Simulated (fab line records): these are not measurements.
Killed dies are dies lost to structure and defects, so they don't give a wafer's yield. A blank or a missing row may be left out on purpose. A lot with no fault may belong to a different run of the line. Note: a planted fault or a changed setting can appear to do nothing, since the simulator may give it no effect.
Struck lot and sound lot, side by side	flow gf180mcu	14 steps out of a route of 602
Sound: these wafers, L208.1, L208.3, L208.6. Wafers struck: L199.2, L199.5, L199.6. At the end, the cause is stated.
For every step that has rows: the tool of each side, followed by ch and its chambers, followed by its first start. Under that, the readings that differ: sound wafers	struck wafers	difference of the means	sigmas: that difference in standard deviations of wafers without a fault.
alike: readings with means less than 2 such deviations apart, plus words and numbers identical on both sides. not compared: withheld readings, readings lacking a value on some wafer, bounds such as >300 that could conceal the same value, and numbers that have no deviation in the record and whose values overlap.
The two part at a step that has a row with sigmas, a row that says differs or no value, or rows on one side only. Numbers that don't overlap but have no deviation are shown without sigmas and don't part them. A reading that every wafer of one side lacks parts them only if that side has two wafers or more.

first, 4 steps without rows for these wafers: GF_V4_SOFTBAKE_10 (time 60 s); GF_V4_EXPOSE_11 (exposes mask Via4, target cd 260 nm); GF_V4_PEB_12 (peb time 90 s); GF_V4_DEVELOP_13 (develop time 60 s).
GF_V4_CD_MEAS_14: the cd target is 260 nm.
  sound on cdSem-02, day 29 09:30; struck on cdSem-02, day 27 01:16
  alike: cdNm
GF_V4_OVL_MEAS_15:
  sound on overlay-02, day 29 09:37; struck on overlay-02, day 27 01:23
reading	sound	struck	difference	sigmas
V4_OVL (nm)	-3 -8 -2	7 9 9	+13	+3
GF_V4_ETCH_16: etches BARC in N2/H2.
  sound on rieDiel-03 ch 0,2,3, day 29 09:40; struck on rieDiel-04 ch 0,1,2, day 27 01:25
  alike: drypumpMotorCurrentA, oesProductAu, throttleValvePct
GF_V4_ETCH_17: etches SiO2 in C4F8/O2/Ar, stops on TiN, target depth 630 nm.
  sound on rieDiel-03 ch 0,2,3; struck on rieDiel-04 ch 0,1,2
  alike: oesProductAu
GF_V4_STRIP_18: strips in O2/N2.
  sound on plasmaAsher-03 ch 0, day 29 09:47; struck on plasmaAsher-04 ch 0,1, day 27 01:32
reading	sound	struck	difference	sigmas
drypumpMotorCurrentA (A)	5.9 5.9 5.9	5.2 5.3 5.2	-0.7	-2
oesProductAu (a.u.)	0.597 0.590 0.603	0.584 0.593 0.583	-0.010	-2
  alike: heaterPowerW
  not compared: rfHoursCounterH
then, 2 steps without rows for these wafers: GF_V4_STRIP_19 (strips in post etch residue remover, time 1200 s); GF_V4_CLEAN_20 (cleans in DIW).
GF_V4_SPUTTER_21: material Ti, target thk 15 nm, time 80.02 s.
  sound on pvdSputter-04, day 29 10:43; struck on pvdSputter-02, day 27 02:07
  alike: cathodeDcPowerW, chamberPressurePa, throttleValvePct
GF_V4_SPUTTER_22: material TiN, target thk 10 nm, time 40 s.
  sound on pvdSputter-04, day 29 10:47; struck on pvdSputter-02, day 27 02:10
  no value came back on the struck wafers for cathodeDcPowerW (W), chamberPressurePa (Pa), throttleValvePct (%); on the sound wafers cathodeDcPowerW (W) reads 4000.1 4000.0 3998.7
GF_V4_CVD_23: deposits W, target thk 350 nm, time 104.9 s.
  sound on cvdW-01 ch 1, day 29 10:49; struck on cvdW-01 ch 0,1, day 27 02:13
  alike: heaterPowerW

## WHERE THEY PART
Last at GF_V4_SPUTTER_22 as far as this record goes, first at GF_V4_OVL_MEAS_15. Later steps at which nothing parts them and some readings are alike: GF_V4_CVD_23.

WHY: what the simulator had put in
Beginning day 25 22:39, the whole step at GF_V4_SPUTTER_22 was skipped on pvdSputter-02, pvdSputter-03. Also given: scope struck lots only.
